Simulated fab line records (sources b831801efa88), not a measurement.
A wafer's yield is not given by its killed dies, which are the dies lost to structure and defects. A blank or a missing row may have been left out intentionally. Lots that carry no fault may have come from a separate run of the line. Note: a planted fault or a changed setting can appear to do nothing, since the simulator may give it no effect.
One fault seen from 2 desks    flow gf180mcu    what lay behind the numbers comes last; until then each desk has only its own

## FROM THE METROLOGY DESK
Lot by lot, what the gauges showed, no matter which tool ran the lot: averages of those sampled wafers that carry a number. The brackets show how far a lot's mean lies from the usual mean; more than 4 standard deviations puts the lot out of limits, marked OUT.
Columns: A = STI_OXIDATION_01_THK at GF_STI_THK_MEAS_22, usual 15.0 nm; B = SAB_OVL at GF_SAB_OVL_MEAS_10, usual -0.6 nm
lot   first seen here  A     B
L624  day 2 04:32      15.3  -1.4
L625  day 2 09:44      14.4  -1.7
L626  day 2 13:38      14.5  -0.0
L627  day 2 22:11      15.0  0.2
L635  day 4 11:33      14.8  -0.8
L636  day 4 17:17      15.1  -0.1
L637  day 5 00:12      14.9  -0.6
L638  day 5 02:43      14.7  -1.8
L639  day 5 08:28      15.1  -2.6
L640  day 5 14:13      15.2  -0.1
L641  day 5 19:52      15.2  -0.4
L644  day 6 10:28      15.3  0.1
L645  day 6 15:05      14.8  -0.6
Finding of this desk: none of the 13 lots has anything out of limits.

## FOR THE TOOL OWNER'S DESK: cmp-02
The tool's own readings at GF_V3_CMP_26 (polishes, stops on SiO2, t overpolish 15 s, target thk 0 nm): means of the sampled wafers that have a number, for each lot that ran on this tool. The brackets show how far a lot's mean lies from the usual mean; more than 4 standard deviations puts the lot out of limits, marked OUT.
Columns: A = edge zone pressure frac at GF_V3_CMP_26, usual 1.000; B = head pressure psi at GF_V3_CMP_26, usual 3.500 psi; C = motor current A at GF_V3_CMP_26, usual 11.1 A; D = overpolish run s at GF_V3_CMP_26, usual 15.001 s; E = time to endpoint s at GF_V3_CMP_26, usual 85 s
lot   first seen here  A      B      C     D       E
L625  day 22 21:02     0.999  3.495  11.6  15.005  86
L627  day 23 15:28     1.002  3.503  11.0  15.003  86
L635  day 26 06:55     1.005  3.500  11.5  15.004  86
L636  day 26 14:11     0.998  3.501  10.6  15.006  86
L637  day 26 22:01     0.994  3.501  10.8  15.001  84
L641  day 30 14:46     1.004  3.499  11.4  14.984  90
Finding of this desk: none of the 6 lots has anything out of limits.

## ALL TOGETHER
Metrology desk: nothing out of limits seen.
Nothing out of limits was seen by the tool owner's desk.

## WHAT HAD BEEN PUT IN BY THE SIMULATOR
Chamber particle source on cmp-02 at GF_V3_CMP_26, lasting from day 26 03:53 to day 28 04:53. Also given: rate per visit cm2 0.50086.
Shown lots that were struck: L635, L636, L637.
